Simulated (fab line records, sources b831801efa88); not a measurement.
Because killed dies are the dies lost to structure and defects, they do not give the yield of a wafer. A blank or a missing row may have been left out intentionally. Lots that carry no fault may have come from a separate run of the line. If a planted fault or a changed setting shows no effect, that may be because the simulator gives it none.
fab line records	flow sky130
[record] lots = 5	wafers = 15	last-day = 50
route steps=708 shown METAL1@448 VIA1@458
lots with no fault: from the same line, run without faults
start-h: start of the lot's first displayed wafer, in hours after the record's first day	wait-h: hours from the lot's prior step to this one	" repeats the value in the row above	L1.1+2: a row that stands for several wafers	- no value, or no start given	* or withheld: withheld	< > ~ a bound
route shown NAME@n: NAME is a module with steps in the file, n the number in the route of the first one	usual: mean and standard deviation over wafers with no fault	same: alike in all rows	chamber/n: place in a boat	sites: the reading at each site	_std_site: standard deviation of those values	_edge_site: the outer-site mean with the inner-site mean subtracted	radius-mm: for every site, how far away it sits from the centre of the wafer	mask NAME#n: copy n	behind: tool/chamber where the wafer was last shaped	hold: reason for holding the lot/hours on hold/outcome of the hold	device: the n, p or np transistor that did not switch	end of line: at the end of the route, the tests of the same wafers	a step without rows: its recipe alone	killed: at the first sort, the dies lost to defects and structure; wafer yield is something else	map: shows each die of a wafer: x if killed, . if not, _ if none is there
set.NAME: setting as actually run; set.NAME@STEP: the setting as run at that earlier step	model.NAME: the simulator's own value behind a step, which no gauge read
lots at selected steps of the route; one table per step, one row per wafer
services: the hour from which a tool's chamber was out of use, counted from the record's first day as start-h (under 0 if before that day), plus the number of hours and why
[[steps]]
[step SKY_METAL1_DEVELOP_14]
[recipe] develop-time-s = 60	resist = KrF-thick	dev-temp-c = 21
lot.wafer	tool	chamber	start-h	wait-h
L083.1+4+5	litho-track-03	0	-	-
L086.2+3+6	litho-track-02	0	-	-
L089.3+4+6	litho-track-03	0	-	-
L091.2+4+6	litho-track-01	0	-	-
L094.2+3+6	litho-track-03	0	-	-
[step SKY_METAL1_CD_MEAS_15]
[recipe] target-cd-nm = 140
[usual] cd-nm = 140.0/1.9
lot.wafer	tool	chamber	start-h	wait-h	cd-nm
L083.1	cd-sem-01	-	845.80	-	136.8
L083.4	"	-	"	"	137.8
L083.5	"	-	"	"	136.5
L086.2	cd-sem-02	-	863.32	-	141.7
L086.3	"	-	"	"	141.0
L086.6	"	-	"	"	141.4
L089.3	cd-sem-01	-	885.49	-	139.7
L089.4	"	-	"	"	139.3
L089.6	"	-	"	"	138.2
L091.2	cd-sem-01	-	909.25	-	140.1
L091.4	"	-	"	"	140.3
L091.6	"	-	"	"	139.9
L094.2	cd-sem-01	-	918.72	-	140.3
L094.3	"	-	"	"	142.7
L094.6	"	-	"	"	141.6
[step SKY_METAL1_OVL_MEAS_16]
[usual] METAL1_OVL = -3/6
lot.wafer	tool	chamber	start-h	wait-h	METAL1_OVL[nm]
L083.1	overlay-01	-	845.92	0.1	-2
L083.4	"	-	"	"	3
L083.5	"	-	"	"	-5
L086.2	overlay-01	-	863.43	0.1	-3
L086.3	"	-	"	"	-4
L086.6	"	-	"	"	-3
L089.3	overlay-02	-	885.58	0.1	-5
L089.4	"	-	"	"	6
L089.6	"	-	"	"	3
L091.2	overlay-02	-	909.35	0.1	2
L091.4	"	-	"	"	6
L091.6	"	-	"	"	1
L094.2	overlay-02	-	918.82	0.1	4
L094.3	"	-	"	"	-5
L094.6	"	-	"	"	1
[step SKY_METAL1_DESCUM_17]
[recipe] chemistry = O2	source-power-w = 150	bias-power-w = 0	pressure-mtorr = 10	temp-c = 40	time-s = 8
[usual] drypump-motor-current-A = 5.93/0.29	oes-product-au = 0.996/0.011	temp-c = 40.01/0.1
[same] time-s = 8
lot.wafer	tool	chamber	start-h	wait-h	drypump-motor-current-A	oes-product-au	rf-hours-counter-h	temp-c
L083.1	rie-metal-04	0	845.95	0.0	5.88	0.998	0	40.04
L083.4	"	0	"	"	5.86	1.004	-	39.89
L083.5	"	0	"	"	5.87	0.996	-	39.99
L086.2	rie-metal-01	1	863.47	0.0	5.64	1.006	-	39.98
L086.3	"	1	"	"	5.61	1.010	-	40.02
L086.6	"	1	"	"	5.64	1.001	-	40.04
L089.3	rie-metal-04	1	885.61	0.0	6.31	0.980	-	40.36
L089.4	"	0	"	"	5.86	1.001	-	40.00
L089.6	"	0	"	"	5.84	1.000	-	40.02
L091.2	rie-metal-01	1	909.38	0.0	5.66	1.017	5	40.08
L091.4	"	0	"	"	5.83	1.008	-	39.87
L091.6	"	0	"	"	5.80	1.004	-	39.97
L094.2	rie-metal-04	1	918.85	0.0	6.34	0.980	12	40.07
L094.3	"	0	"	"	5.86	1.004	-	40.08
L094.6	"	0	"	"	5.85	1.000	-	39.97
[step SKY_METAL1_ETCH_18]
[recipe] chemistry = N2/H2	target = BARC	ion-energy-ev = 200	bias-w = 100	pressure-mtorr = 30	n2-flow-sccm = 100	h2-flow-sccm = 200	icp-w = 500	stop-on = SiO2	time-s = 45.9	target-depth-a = 600
[usual] drypump-motor-current-A = 5.94/0.29	n2-flow-sccm = 100.04/0.27	oes-product-au = 0.855/0.0045	throttle-valve-pct = 13.225/0.0097
[same] time-s = 45.9
lot.wafer	tool	chamber	start-h	wait-h	drypump-motor-current-A	n2-flow-sccm	oes-product-au	rf-hours-counter-h	throttle-valve-pct
L083.1	rie-metal-04	0	845.98	0.0	5.86	99.31	0.856	0	13.222
L083.4	"	0	"	"	5.92	99.67	0.855	-	13.234
L083.5	"	0	"	"	5.87	99.83	0.854	-	13.206
L086.2	rie-metal-01	1	863.54	0.1	5.65	99.91	0.857	-	13.244
L086.3	"	1	"	"	5.70	100.02	0.855	-	13.238
L086.6	"	1	"	"	5.68	100.24	0.858	-	13.236
L089.3	rie-metal-04	1	885.65	0.0	6.33	100.36	0.857	-	13.239
L089.4	"	0	"	"	5.85	99.91	0.851	-	13.220
L089.6	"	0	"	"	5.88	99.66	0.853	-	13.238
L091.2	rie-metal-01	1	909.42	0.0	5.68	99.92	0.853	5	13.215
L091.4	"	0	"	"	5.79	99.95	0.853	-	13.216
L091.6	"	0	"	"	5.79	100.30	0.853	-	13.215
L094.2	rie-metal-04	1	918.88	0.0	6.29	100.40	0.853	12	13.239
L094.3	"	0	"	"	5.89	100.47	0.865	-	13.220
L094.6	"	0	"	"	5.91	100.18	0.854	-	13.214
[step SKY_METAL1_METAL_ETCH_19]
[recipe] target-depth-a = 3600	stop-on = SiO2	over-etch-frac = 0.3	time-s = 78	chemistry = Cl2/BCl3	resist-sidewall-deg = 88	pressure-mtorr = 10	icp-w = 900	bias-w = 48.5	Cl2_flow_sccm = 60	bcl3-flow-sccm = 30
[usual] bcl3-flow-sccm = 30.01/0.093	drypump-motor-current-A = 5.93/0.29	oes-product-au = 0.854/0.0057	throttle-valve-pct = 22.265/0.0092
[same] time-s = 78
lot.wafer	tool	chamber	start-h	wait-h	bcl3-flow-sccm	drypump-motor-current-A	oes-product-au	rf-hours-counter-h	throttle-valve-pct
L083.1	rie-metal-04	0	846.05	0.0	29.95	5.89	0.852	0	22.256
L083.4	"	0	"	"	30.03	5.88	0.862	-	22.253
L083.5	"	0	"	"	30.15	5.88	0.856	-	22.278
L086.2	rie-metal-01	1	863.68	0.1	29.97	5.68	0.856	-	22.268
L086.3	"	1	"	"	30.31	5.63	0.851	-	22.268
L086.6	"	1	"	"	30.02	5.61	0.849	-	22.243
L089.3	rie-metal-04	1	885.73	0.1	29.93	6.31	0.862	-	22.280
L089.4	"	0	"	"	30.03	5.87	0.841	-	22.256
L089.6	"	0	"	"	29.96	5.89	0.858	-	22.263
L091.2	rie-metal-01	1	909.48	0.0	29.94	5.67	0.848	5	22.271
L091.4	"	0	"	"	30.03	5.78	0.859	-	22.272
L091.6	"	0	"	"	29.93	5.80	0.857	-	22.263
L094.2	rie-metal-04	1	918.95	0.0	29.88	6.31	0.852	12	22.254
L094.3	"	0	"	"	29.97	5.85	0.864	-	22.267
L094.6	"	0	"	"	29.96	5.91	0.852	-	22.244
[step SKY_METAL1_STRIP_20]
[recipe] chemistry = O2/N2	power-w = 1400	pressure-mtorr = 1500	platen-temp-c = withheld	o2-flow-sccm = 3000	n2-flow-sccm = 300	overash-fraction = 0.5
[usual] drypump-motor-current-A = 5.7/0.34	n2-flow-sccm = 300.1/0.92	oes-product-au = 0.344/0.0045	strip-time-to-endpoint-s = 2.71/0.053
lot.wafer	tool	chamber	start-h	wait-h	drypump-motor-current-A	n2-flow-sccm	oes-product-au	rf-hours-counter-h	strip-time-to-endpoint-s
L083.1	plasma-asher-04	1	846.14	0.1	5.7	299.5	0.347	102	2.70
L083.4	"	1	"	"	5.7	298.8	0.347	-	2.66
L083.5	"	0	"	"	5.3	301.6	0.340	-	2.66
L086.2	plasma-asher-01	1	863.83	0.1	5.2	299.4	0.351	44	2.63
L086.3	"	0	"	"	6.3	300.5	0.342	-	2.67
L086.6	"	1	"	"	5.2	298.9	0.346	-	2.65
L089.3	plasma-asher-03	1	885.82	0.1	6.1	301.7	0.338	-	2.80
L089.4	"	0	"	"	5.9	299.8	0.341	-	2.70
L089.6	"	0	"	"	5.9	300.0	0.343	-	2.67
L091.2	plasma-asher-04	0	909.57	0.1	5.3	300.9	0.339	109	2.64
L091.4	"	0	"	"	5.3	302.0	0.330	-	2.64
L091.6	"	1	"	"	5.7	300.0	0.341	-	2.66
L094.2	plasma-asher-03	1	919.04	0.1	6.1	298.1	0.335	17	2.74
L094.3	"	0	"	"	5.9	299.3	0.345	-	2.66
L094.6	"	0	"	"	5.9	299.1	0.339	-	2.67
[step SKY_METAL1_STRIP_21]
[recipe] chemistry = post-etch-residue-remover	time-s = 1200	temp-c = 72.5
[usual] temp-c = 72.51/0.11
[same] time-s = 1200
lot.wafer	tool	chamber	start-h	wait-h	temp-c
L083.1	wet-bench-02	0	846.24	0.1	72.44
L083.4	"	0	"	"	72.61
L083.5	"	0	"	"	72.57
L086.2	wet-bench-04	0	863.93	0.1	72.50
L086.3	"	0	"	"	72.61
L086.6	"	0	"	"	72.49
L089.3	wet-bench-02	2	885.89	0.0	72.54
L089.4	"	2	"	"	72.57
L089.6	"	2	"	"	72.71
L091.2	wet-bench-04	0	909.67	0.1	72.37
L091.4	"	0	"	"	72.68
L091.6	"	0	"	"	72.50
L094.2	wet-bench-01	1	919.14	0.1	72.51
L094.3	"	1	"	"	72.59
L094.6	"	1	"	"	72.48
[step SKY_METAL1_CLEAN_22]
[recipe] chemistry = IPA	time-s = 180	temp-c = 25
[usual] temp-c = 24.98/0.11
[same] time-s = 180
lot.wafer	tool	chamber	start-h	wait-h	temp-c
L083.1	wet-bench-01	2	846.58	0.0	25.15
L083.4	"	2	"	"	25.09
L083.5	"	2	"	"	25.24
L086.2	wet-bench-02	0	864.27	0.0	24.84
L086.3	"	0	"	"	25.04
L086.6	"	0	"	"	25.03
L089.3	wet-bench-01	1	886.26	0.0	24.91
L089.4	"	1	"	"	25.05
L089.6	"	1	"	"	25.03
L091.2	wet-bench-01	1	910.01	0.0	25.04
L091.4	"	1	"	"	25.00
L091.6	"	1	"	"	25.15
L094.2	wet-bench-04	0	919.51	0.0	24.91
L094.3	"	0	"	"	24.97
L094.6	"	0	"	"	24.82
[step SKY_METAL1_CLEAN_23]
[recipe] chemistry = O3/DIW	dry = n2-spin
lot.wafer	tool	chamber	start-h	wait-h
L083.1+4+5	wet-bench-02	1	846.64	0.0
L086.2+3+6	wet-bench-01	2	864.33	0.0
L089.3+4+6	wet-bench-04	2	886.32	0.0
L091.2+4+6	wet-bench-02	2	910.07	0.0
L094.2+3+6	wet-bench-01	3	919.57	0.0
[step SKY_VIA1_HDPCVD_00]
[recipe] material = SiO2	target-thk-nm = 1030	sigma-open-frac = 0.3	time-s = 171.7	temp-c = 400	sih4-flow-sccm = 60	pressure-mtorr = 6
[usual] sih4-flow-sccm = 60.00/0.19
[same] time-s = 171.7
lot.wafer	tool	chamber	start-h	wait-h	sih4-flow-sccm
L083.1	hdpcvd-01	1	846.73	0.0	59.96
L083.4	"	0	"	"	59.96
L083.5	"	1	"	"	59.90
L086.2	hdpcvd-01	2	864.42	0.0	60.22
L086.3	"	0	"	"	59.88
L086.6	"	0	"	"	59.99
L089.3	hdpcvd-01	2	886.41	0.0	60.10
L089.4	"	2	"	"	59.67
L089.6	"	1	"	"	60.07
L091.2	hdpcvd-02	2	910.16	0.0	59.93
L091.4	"	1	"	"	59.89
L091.6	"	2	"	"	59.77
L094.2	hdpcvd-02	1	919.68	0.0	60.09
L094.3	"	0	"	"	60.02
L094.6	"	1	"	"	60.07
[step SKY_VIA1_THK_MEAS_01]
[recipe] reads = SiO2_of_VIA1_HDPCVD_00
[usual] VIA1_HDPCVD_THK = 1031/10
lot.wafer	tool	chamber	start-h	wait-h	VIA1_HDPCVD_THK[nm]
L083.1	film-metro-01	-	846.84	0.1	1035
L083.4	"	-	"	"	1017
L083.5	"	-	"	"	1029
L086.2	film-metro-01	-	864.54	0.1	1062
L086.3	"	-	"	"	1045
L086.6	"	-	"	"	1034
L089.3	film-metro-02	-	886.54	0.1	1039
L089.4	"	-	"	"	1040
L089.6	"	-	"	"	1022
L091.2	film-metro-02	-	910.28	0.1	1038
L091.4	"	-	"	"	1028
L091.6	"	-	"	"	1035
L094.2	film-metro-03	-	919.80	0.1	1036
L094.3	"	-	"	"	1039
L094.6	"	-	"	"	1041
[step SKY_VIA1_CMP_02]
[recipe] material = SiO2	down-force-psi = 4	platen-rpm = 60	pad-velocity-m-s = 0.94248
[usual] edge-zone-pressure-frac = 1.000/0.0053	motor-current-A = 12.8/1	retaining-ring-pressure-frac = 0.999/0.0046	slurry-filter-dp-kPa = 13.50/0.14
lot.wafer	tool	chamber	start-h	wait-h	edge-zone-pressure-frac	motor-current-A	retaining-ring-pressure-frac	slurry-filter-dp-kPa
L083.4	cmp-02	2	847.24	0.4	1.007	11.5	0.999	13.30
L083.1	"	3	"	"	0.987	14.0	0.999	13.48
L083.5	"	1	"	"	1.000	11.0	0.995	13.30
L086.3	cmp-01	1	864.65	0.1	1.000	13.6	1.003	13.54
L086.2	"	2	"	"	0.999	12.1	0.999	13.74
L086.6	"	0	"	"	0.996	13.0	1.000	13.63
L089.4	cmp-01	0	886.63	0.1	1.005	12.8	0.997	13.48
L089.3	"	1	"	"	0.996	14.8	0.996	13.29
L089.6	"	3	"	"	1.006	12.6	1.002	13.54
L091.2	cmp-01	0	910.38	0.1	1.002	12.8	0.992	13.46
L091.4	"	1	"	"	1.003	13.4	1.000	13.61
L091.6	"	3	"	"	0.995	12.5	1.001	13.61
L094.3	cmp-01	2	919.95	0.1	1.002	12.4	1.002	13.61
L094.2	"	3	"	"	0.993	12.7	1.001	13.65
L094.6	"	0	"	"	1.004	13.5	1.002	13.69
[step SKY_VIA1_BOW_MEAS_03]
[recipe] mode = bow
[usual] VIA1_BOW = 79/6.6
lot.wafer	tool	chamber	start-h	wait-h	VIA1_BOW[um]
L083.1	film-metro-01	-	847.49	0.1	96
L083.4	"	-	"	"	93
L083.5	"	-	"	"	79
L086.2	film-metro-03	-	864.92	0.2	83
L086.3	"	-	"	"	81
L086.6	"	-	"	"	83
L089.3	film-metro-03	-	886.92	0.2	89
L089.4	"	-	"	"	81
L089.6	"	-	"	"	78
L091.2	film-metro-02	-	910.65	0.2	68
L091.4	"	-	"	"	63
L091.6	"	-	"	"	76
L094.2	film-metro-02	-	920.17	0.1	88
L094.3	"	-	"	"	79
L094.6	"	-	"	"	79
[step SKY_VIA1_DEHYDRATE_04]
[recipe] temp-c = 200	time-s = 60
[usual] heater-power-total-W = 160.37/0.13
[same] time-s = 60
lot.wafer	tool	chamber	start-h	wait-h	heater-power-total-W
L083.1	litho-track-03	0	860.35	12.8	160.26
L083.4	"	0	"	"	160.43
L083.5	"	0	"	"	160.43
L086.2	litho-track-04	0	877.19	12.2	160.11
L086.3	"	0	"	"	160.24
L086.6	"	0	"	"	160.37
L089.3	litho-track-04	0	899.12	12.2	160.33
L089.4	"	0	"	"	160.61
L089.6	"	0	"	"	160.28
L091.2	litho-track-04	0	922.24	11.6	160.23
L091.4	"	0	"	"	160.50
L091.6	"	0	"	"	160.31
L094.2	litho-track-02	0	931.87	11.7	160.34
L094.3	"	0	"	"	160.26
L094.6	"	0	"	"	160.18
[step SKY_VIA1_HMDS_05]
[recipe] prime-time-s = 60	prime-temp-c = 120
lot.wafer	tool	chamber	start-h	wait-h
L083.1+4+5	litho-track-03	0	860.50	0.1
L086.2+3+6	litho-track-04	0	877.34	0.1
L089.3+4+6	litho-track-04	0	899.27	0.1
L091.2+4+6	litho-track-04	0	922.39	0.1
L094.2+3+6	litho-track-02	0	932.02	0.1
[step SKY_VIA1_COAT_06]
[recipe] resist = BARC	temp-c = withheld	time-s = withheld	spin-rpm = 3000	resist-thk-nm = 59.44
lot.wafer	tool	chamber	start-h	wait-h
L083.1+4+5	litho-track-03	0	860.65	0.1
L086.2+3+6	litho-track-04	0	877.49	0.1
L089.3+4+6	litho-track-04	0	899.42	0.1
L091.2+4+6	litho-track-04	0	922.54	0.1
L094.2+3+6	litho-track-02	0	932.17	0.1
[step SKY_VIA1_COAT_07]
[recipe] resist = KrF-thick	spin-rpm = 3000	resist-thk-nm = 450
lot.wafer	tool	chamber	start-h	wait-h
L083.1+4+5	litho-track-03	0	-	-
L086.2+3+6	litho-track-04	0	-	-
L089.3+4+6	litho-track-04	0	-	-
L091.2+4+6	litho-track-04	0	-	-
L094.2+3+6	litho-track-02	0	-	-
[step SKY_VIA1_SOFTBAKE_08]
[recipe] temp-c = 100	time-s = 90	resist = KrF-thick
[usual] heater-power-total-W = 57.35/0.11
[same] time-s = 90
lot.wafer	tool	chamber	start-h	wait-h	heater-power-total-W
L083.1	litho-track-03	0	-	-	57.59
L083.4	"	0	"	"	57.34
L083.5	"	0	"	"	57.35
L086.2	litho-track-04	0	-	-	57.20
L086.3	"	0	"	"	57.48
L086.6	"	0	"	"	57.22
L089.3	litho-track-04	0	-	-	57.31
L089.4	"	0	"	"	57.28
L089.6	"	0	"	"	57.23
L091.2	litho-track-04	0	-	-	57.44
L091.4	"	0	"	"	57.43
L091.6	"	0	"	"	57.26
L094.2	litho-track-02	0	-	-	57.36
L094.3	"	0	"	"	57.21
L094.6	"	0	"	"	57.45
[step SKY_VIA1_EXPOSE_09]
[recipe] mask-id = VIM	na = 0.8	source-shape = annular	sigma-inner = 0.55	sigma-outer = 0.85	target-cd-nm = 150	dose-mj = 38
[usual] reticle-temp-C = 22.99/0.11
[same] na = 0.8	sigma-outer = 0.85
lot.wafer	tool	chamber	start-h	wait-h	mask	reticle-temp-C
L083.1	krf-scanner-02	0	-	-	VIM#0	22.87
L083.4	"	0	"	"	VIM#0	23.01
L083.5	"	0	"	"	VIM#0	22.79
L086.2	krf-scanner-01	0	-	-	VIM#0	22.88
L086.3	"	0	"	"	VIM#0	22.87
L086.6	"	0	"	"	VIM#0	22.88
L089.3	krf-scanner-01	0	-	-	VIM#0	23.12
L089.4	"	0	"	"	VIM#0	23.12
L089.6	"	0	"	"	VIM#0	22.86
L091.2	krf-scanner-01	0	-	-	VIM#0	23.12
L091.4	"	0	"	"	VIM#0	22.89
L091.6	"	0	"	"	VIM#0	23.05
L094.2	krf-scanner-01	0	-	-	VIM#0	23.16
L094.3	"	0	"	"	VIM#0	23.19
L094.6	"	0	"	"	VIM#0	23.02
[step SKY_VIA1_PEB_10]
[recipe] peb-temp-c = withheld	peb-time-s = withheld	resist = KrF-thick
lot.wafer	tool	chamber	start-h	wait-h
L083.1+4+5	litho-track-02	0	-	-
L086.2+3+6	litho-track-02	0	-	-
L089.3+4+6	litho-track-04	0	-	-
L091.2+4+6	litho-track-03	0	-	-
L094.2+3+6	litho-track-04	0	-	-
[step SKY_VIA1_DEVELOP_11]
[recipe] develop-time-s = 60	resist = KrF-thick	dev-temp-c = 21
lot.wafer	tool	chamber	start-h	wait-h
L083.1+4+5	litho-track-02	0	-	-
L086.2+3+6	litho-track-02	0	-	-
L089.3+4+6	litho-track-04	0	-	-
L091.2+4+6	litho-track-03	0	-	-
L094.2+3+6	litho-track-04	0	-	-
[step SKY_VIA1_CD_MEAS_12]
[recipe] target-cd-nm = 150
[usual] cd-nm = 149.5/1.9
lot.wafer	tool	chamber	start-h	wait-h	cd-nm
L083.1	cd-sem-01	-	874.00	-	149.9
L083.4	"	-	"	"	148.5
L083.5	"	-	"	"	149.2
L086.2	cd-sem-02	-	890.82	-	149.3
L086.3	"	-	"	"	148.8
L086.6	"	-	"	"	148.3
L089.3	cd-sem-01	-	912.14	-	149.9
L089.4	"	-	"	"	150.0
L089.6	"	-	"	"	147.7
L091.2	cd-sem-01	-	934.72	-	151.1
L091.4	"	-	"	"	149.6
L091.6	"	-	"	"	151.2
L094.2	cd-sem-01	-	944.99	-	152.6
L094.3	"	-	"	"	151.3
L094.6	"	-	"	"	151.4
[step SKY_VIA1_OVL_MEAS_13]
[usual] VIA1_OVL = -2/4.9
lot.wafer	tool	chamber	start-h	wait-h	VIA1_OVL[nm]
L083.1	overlay-01	-	874.12	0.1	-3
L083.4	"	-	"	"	-2
L083.5	"	-	"	"	-9
L086.2	overlay-01	-	890.93	0.1	3
L086.3	"	-	"	"	2
L086.6	"	-	"	"	4
L089.3	overlay-02	-	912.23	0.1	-5
L089.4	"	-	"	"	-1
L089.6	"	-	"	"	-5
L091.2	overlay-02	-	934.82	0.1	-2
L091.4	"	-	"	"	2
L091.6	"	-	"	"	1
L094.2	overlay-02	-	945.09	0.1	4
L094.3	"	-	"	"	3
L094.6	"	-	"	"	6
[step SKY_VIA1_ETCH_14]
[recipe] chemistry = N2/H2	target = BARC	ion-energy-ev = 200	source-w = 500	bias-w = 100	pressure-mtorr = 30	n2-flow-sccm = 100	h2-flow-sccm = 200	stop-on = SiO2	time-s = 45.9	target-depth-a = 600
[usual] drypump-motor-current-A = 5.7/0.43	n2-flow-sccm = 100.0/0.31	oes-product-au = 0.850/0.0042	throttle-valve-pct = 13.224/0.0095
[same] time-s = 45.9
lot.wafer	tool	chamber	start-h	wait-h	drypump-motor-current-A	n2-flow-sccm	oes-product-au	rf-hours-counter-h	throttle-valve-pct
L083.1	rie-diel-02	3	874.16	0.0	6.4	99.5	0.835	1	13.221
L083.4	"	2	"	"	5.9	100.0	0.851	21	13.225
L083.5	"	0	"	"	5.6	99.7	0.848	-	13.220
L086.2	rie-diel-02	1	890.96	0.0	6.1	99.8	0.854	2	13.223
L086.3	"	2	"	"	5.9	99.8	0.850	21	13.224
L086.6	"	3	"	"	6.5	100.1	0.852	-	13.225
L089.3	rie-diel-04	3	912.25	0.0	5.4	99.9	0.844	10	13.233
L089.4	"	0	"	"	4.9	100.4	0.849	6	13.218
L089.6	"	2	"	"	5.6	99.8	0.847	-	13.212
L091.2	rie-diel-04	2	934.85	0.0	5.5	100.2	0.859	14	13.217
L091.4	"	0	"	"	4.9	99.6	0.848	6	13.208
L091.6	"	3	"	"	5.4	100.4	0.843	-	13.217
L094.2	rie-diel-02	2	945.12	0.0	5.9	100.0	0.854	23	13.217
L094.3	"	0	"	"	5.6	99.9	0.846	8	13.214
L094.6	"	1	"	"	6.2	100.6	0.852	-	13.214
[step SKY_VIA1_ETCH_15]
[recipe] target = SiO2	chemistry = C4F8/O2/Ar	target-depth-nm = 351	stop-on = TiN	mask-material = KrF-thick	source-w = 1500	bias-w = 1200	pressure-mtorr = 40	c4f8-flow-sccm = withheld	O2_flow_sccm = 6	Ar_flow_sccm = 300	time-s = 54
[usual] oes-product-au = 0.981/0.0061
[same] time-s = 54
lot.wafer	tool	chamber	start-h	wait-h	oes-product-au	rf-hours-counter-h
L083.1	rie-diel-02	3	874.20	0.0	0.988	1
L083.4	"	2	"	"	0.987	21
L083.5	"	0	"	"	0.981	-
L086.2	rie-diel-02	1	891.00	0.0	0.983	2
L086.3	"	2	"	"	0.982	21
L086.6	"	3	"	"	0.984	-
L089.3	rie-diel-04	3	912.30	0.0	0.966	10
L089.4	"	0	"	"	0.977	6
L089.6	"	2	"	"	0.978	-
L091.2	rie-diel-04	2	934.89	0.0	0.976	14
L091.4	"	0	"	"	0.981	6
L091.6	"	3	"	"	0.979	-
L094.2	rie-diel-02	2	945.16	0.0	0.979	23
L094.3	"	0	"	"	0.982	8
L094.6	"	1	"	"	0.985	-
[[services]]
tool	chamber	start-h	hours	kind
wet-bench-01	-	821.68	3.6	repair
plasma-asher-04	-	834.18	2.5	repair
krf-scanner-01	-	834.34	0.6	repair
rie-metal-01	-	836.05	1.3	repair
cmp-01	-	838.99	16.3	pm
rie-metal-04	-	865.16	1.4	pm
rie-diel-04	0	868.14	13.9	repair
plasma-asher-03	-	869.30	0.8	repair
wet-bench-04	-	869.62	4.4	pm
krf-scanner-01	-	869.71	1.0	pm
wet-bench-02	-	877.40	1.6	repair
plasma-asher-01	-	888.95	8.0	repair
rie-metal-04	-	897.11	2.8	pm
krf-scanner-02	-	898.15	1.0	pm
krf-scanner-01	-	898.21	0.7	repair
rie-diel-02	-	907.79	10.7	repair
cmp-02	-	908.09	6.3	pm
plasma-asher-03	-	908.75	2.7	repair
cmp-01	-	912.00	4.0	pm
krf-scanner-02	-	915.23	0.8	pm
cmp-01	-	916.02	2.4	repair
cmp-01	-	935.71	1.2	repair
rie-metal-04	1	936.01	13.9	repair
krf-scanner-01	-	945.07	1.2	repair
[[key]]
fault none
